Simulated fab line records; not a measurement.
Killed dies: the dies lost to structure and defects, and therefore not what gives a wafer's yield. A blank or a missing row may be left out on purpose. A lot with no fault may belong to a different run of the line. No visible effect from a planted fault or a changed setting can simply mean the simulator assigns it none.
fab line records    flow sky130
[record] lots = 6  wafers = 18  lastDay = 50
route steps=708 shown NWELL@61
lots untouched by any fault: they come from a run of this same line in which no faults occurred
startH: hours from the record's opening day to when the first of the lot's shown wafers began    waitH: how many hours have passed since the lot's step before this one    " the same as in the row above    L1.1+2: one row covering several wafers at once    - no value, or no start given    * or withheld: withheld    < > ~ a bound
route shown NAME@n: a module of which the file shows steps, and the number in the route of the first    usual: mean/standard deviation of fault-free wafers    same: alike in all rows    chamber/n: place in a boat    sites: readings site by site    _std_site: the values' standard deviation    _edge_site: the outer-site mean with the inner-site mean subtracted    radiusMm: how far each site lies from the wafer's centre    mask NAME#n: copy n    behind: the tool/chamber that last shaped the wafer    hold: why the lot went on hold/how many hours it stayed there/how the hold came to an end    device: the n, p or np transistor that did not switch    end of line: tests run on the same wafers once the route is complete    step lacking rows: just its recipe    killed: the dies lost at the first sort to structure and to defects; this is not the yield of the wafer    map: a wafer's dies, marking killed ones x, the rest . and places with no die _
set.NAME: the setting the step ran with; set.NAME@STEP: the setting that earlier step ran with    model.NAME: the simulator's own value behind a step, which no gauge read
certain route steps with their lots: each step a table, each wafer a row
services: a tool's chamber out of use, with start hour (startH, from the record's first day; less than 0 if before it), hours out, and reason
[[steps]]
[step SKY_NWELL_PEB_08]
[recipe] tempC = 115  timeS = withheld
[step SKY_NWELL_DEVELOP_09]
[recipe] wallAngleDeg = 90  developer = TMAH  developTimeS = 60  devTempC = 23
[step SKY_NWELL_OVL_MEAS_10]
[usual] NWELL_00_OVL = 0.1/1.2
lot.wafer  tool        chamber  startH  waitH  NWELL_00_OVL[nm]
L538.1     overlay-02  -        109.11  -      1.3
L538.2     "           -        "       "      -0.1
L538.3     "           -        "       "      0.9
L539.1     overlay-01  -        120.35  -      1.1
L539.3     "           -        "       "      2.0
L539.5     "           -        "       "      1.5
L547.3     overlay-02  -        162.72  -      1.9
L547.5     "           -        "       "      -0.5
L547.6     "           -        "       "      0.8
L548.1     overlay-02  -        166.83  -      -0.1
L548.3     "           -        "       "      2.0
L548.6     "           -        "       "      0.3
L553.2     overlay-02  -        195.42  -      -0.7
L553.4     "           -        "       "      -0.7
L553.6     "           -        "       "      -0.6
L555.1     overlay-02  -        207.51  -      1.2
L555.4     "           -        "       "      -0.4
L555.5     "           -        "       "      0.2
[step SKY_NWELL_IMPLANT_11]
[recipe] species = P  energyKev = 400  doseCm2 = 1.9e+13  tiltDeg = withheld
[step SKY_NWELL_IMPLANT_12]
[recipe] species = P  energyKev = 120  doseCm2 = 1.3e+12  tiltDeg = withheld
[step SKY_NWELL_IMPLANT_13]
[recipe] species = P  energyKev = 50  doseCm2 = 7e+11  tiltDeg = withheld
[step SKY_NWELL_STRIP_14]
[recipe] chemistry = O2/N2  powerW = 1400  pressureMtorr = 1500  platenTempC = withheld  o2FlowSccm = 3000  n2FlowSccm = 300  overashFraction = 0.5
[usual] chamberPressureMTorr = 1500.1/1.5  drypumpMotorCurrentA = 5.7/0.42  oesProductAu = 0.722/0.0049  stripTimeToEndpointS = 36.93/0.096
lot.wafer  tool            chamber  startH  waitH  chamberPressureMTorr  drypumpMotorCurrentA  oesProductAu  rfHoursCounterH  stripTimeToEndpointS
L538.1     plasmaAsher-03  0        109.60  0.1    1501.1                5.1                   0.737         43               36.96
L538.2     "               1        "       "      1500.6                6.0                   0.715         43               37.05
L538.3     "               0        "       "      1501.0                5.1                   0.726         -                36.90
L539.1     plasmaAsher-02  1        120.84  0.1    1500.3                5.5                   0.724         0                36.90
L539.3     "               0        "       "      1499.4                5.6                   0.716         -                36.84
L539.5     "               1        "       "      1500.1                5.4                   0.722         -                36.85
L547.3     plasmaAsher-01  0        163.23  0.1    1499.4                6.4                   0.721         -                36.98
L547.5     "               1        "       "      1497.9                5.6                   0.721         -                36.96
L547.6     "               0        "       "      1500.8                6.4                   0.728         -                36.97
L548.1     plasmaAsher-02  0        167.32  0.1    1498.2                5.6                   0.721         5                36.96
L548.3     "               0        "       "      1498.8                5.6                   0.732         -                36.94
L548.6     "               1        "       "      1502.8                5.5                   0.720         -                37.03
L553.2     plasmaAsher-03  0        195.90  0.1    1500.4                5.1                   0.727         51               36.77
L553.4     "               1        "       "      1500.0                6.0                   0.715         -                36.82
L553.6     "               0        "       "      1498.5                5.1                   0.718         -                36.73
L555.1     plasmaAsher-01  1        208.00  0.1    1498.1                5.5                   0.720         39               36.91
L555.4     "               0        "       "      1501.9                6.4                   0.722         -                36.96
L555.5     "               0        "       "      1497.6                6.4                   0.711         -                37.07
[step SKY_NWELL_TW_MEAS_15]
[usual] NWELL_TW = 1821/15
lot.wafer  tool          chamber  startH  waitH  NWELL_TW
L538.1     filmMetro-02  -        109.70  0.1    1806
L538.2     "             -        "       "      1808
L538.3     "             -        "       "      1803
L539.1     filmMetro-03  -        120.94  0.1    1829
L539.3     "             -        "       "      1836
L539.5     "             -        "       "      1832
L547.3     filmMetro-01  -        163.32  0.1    1822
L547.5     "             -        "       "      1809
L547.6     "             -        "       "      1817
L548.1     filmMetro-03  -        167.42  0.1    1853
L548.3     "             -        "       "      1849
L548.6     "             -        "       "      1845
L553.2     filmMetro-01  -        196.01  0.1    1814
L553.4     "             -        "       "      1825
L553.6     "             -        "       "      1816
L555.1     filmMetro-02  -        208.10  0.1    1810
L555.4     "             -        "       "      1810
L555.5     "             -        "       "      1802
[step SKY_NWELL_DEHYDRATE_16]
[recipe] tempC = 200  timeS = 60
[step SKY_NWELL_HMDS_17]
[recipe] primeTimeS = 60  primeTempC = 120
[step SKY_NWELL_COAT_18]
[recipe] spinRpm = 2000  resistThkNm = 3000
[step SKY_NWELL_SOFTBAKE_19]
[recipe] tempC = 110  timeS = withheld
[step SKY_NWELL_EXPOSE_20]
[recipe] maskId = NWM_COMPLEMENT  na = 0.6  sourceShape = conventional  sigmaOuter = 0.6  polarization = unpolarized  targetCdNm = 840  doseMj = 260
[usual] exposureDoseMJCm2 = 260.01/0.25  focusOffsetNm = 0.0/0.56
lot.wafer  tool             chamber  startH  waitH  mask              exposureDoseMJCm2  focusOffsetNm  model.NWELL.overlayXNm  model.NWELL.overlayYNm
L538.1     ilineStepper-02  0        119.64  -      NWM_COMPLEMENT#0  260.00             -0.4           0.3024                  0.3618
L538.2     "                0        "       "      NWM_COMPLEMENT#0  260.10             0.0            0.3024                  0.3618
L538.3     "                0        "       "      NWM_COMPLEMENT#0  260.10             0.1            0.3024                  0.3618
L539.1     ilineStepper-01  0        130.43  -      NWM_COMPLEMENT#0  259.98             -0.6           -1.532                  0.7695
L539.3     "                0        "       "      NWM_COMPLEMENT#0  259.90             -0.1           -1.532                  0.7695
L539.5     "                0        "       "      NWM_COMPLEMENT#0  259.75             -1.3           -1.532                  0.7695
L547.3     ilineStepper-01  -        173.60  -      NWM_COMPLEMENT#0  -                  -              -1.264                  -1.385
L547.5     "                -        "       "      NWM_COMPLEMENT#0  -                  -              -1.264                  -1.385
L547.6     "                -        "       "      NWM_COMPLEMENT#0  -                  -              -1.264                  -1.385
L548.1     ilineStepper-01  -        177.73  -      NWM_COMPLEMENT#0  -                  -              -0.1206                 1.206
L548.3     "                -        "       "      NWM_COMPLEMENT#0  -                  -              -0.1206                 1.206
L548.6     "                -        "       "      NWM_COMPLEMENT#0  -                  -              -0.1206                 1.206
L553.2     ilineStepper-02  0        207.05  -      NWM_COMPLEMENT#0  260.04             -0.6           1.11                    -1.55
L553.4     "                0        "       "      NWM_COMPLEMENT#0  259.68             0.9            1.11                    -1.55
L553.6     "                0        "       "      NWM_COMPLEMENT#0  260.08             0.3            1.11                    -1.55
L555.1     ilineStepper-02  0        218.73  -      NWM_COMPLEMENT#0  259.90             -0.4           0.1961                  1.635
L555.4     "                0        "       "      NWM_COMPLEMENT#0  259.81             -0.6           0.1961                  1.635
L555.5     "                0        "       "      NWM_COMPLEMENT#0  259.75             0.1            0.1961                  1.635
[step SKY_NWELL_PEB_21]
[recipe] tempC = 115  timeS = withheld
[[services]]
tool             chamber  startH  hours  kind
plasmaAsher-02   -        108.75  9.0    pm
plasmaAsher-02   0        108.75  9.0    ventCycle
plasmaAsher-02   1        108.75  9.0    ventCycle
plasmaAsher-02   0        117.75  -      clean
plasmaAsher-02   1        117.75  -      clean
ilineStepper-02  -        121.82  4.4    pm
plasmaAsher-03   -        124.32  2.8    pm
ilineStepper-02  -        171.95  11.7   repair
ilineStepper-02  -        200.76  0.5    repair
[[key]]
[firstSign] step = SKY_NWELL_EXPOSE_20  reading = toolRecord  direction = missing
effect none on later readings
[modelEffect] step = SKY_NWELL_EXPOSE_20  value = NWELL.overlayXNm  without = 1.556  struck = -0.6925
metAt SKY_NWELL_EXPOSE_20
struckWafers L547.3,L547.5,L547.6,L548.1,L548.3,L548.6
sortLeftOut L547.3,L547.5,L547.6,L548.1,L548.3,L548.6
testerLeftOut L547,L548
onsetBetween 130.43 173.60
[fault] kind = skippedStepWhole  tool = ilineStepper-01  chamber = -  onsetH = 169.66  steps = SKY_NWELL_EXPOSE_20  scope = struckLotsOnly
// testerLeftOut: of these lots the tester's yield and bins aren't shown, on N5 and GAA mostly nor the transistor test; their killed dies are dies lost to structure and defects alone, not to doping, threshold or leakage, so they don't give the yield
// sortLeftOut: the simulated sort isn't trusted on such a fault, so these wafers' sort isn't shown, and their yield isn't known
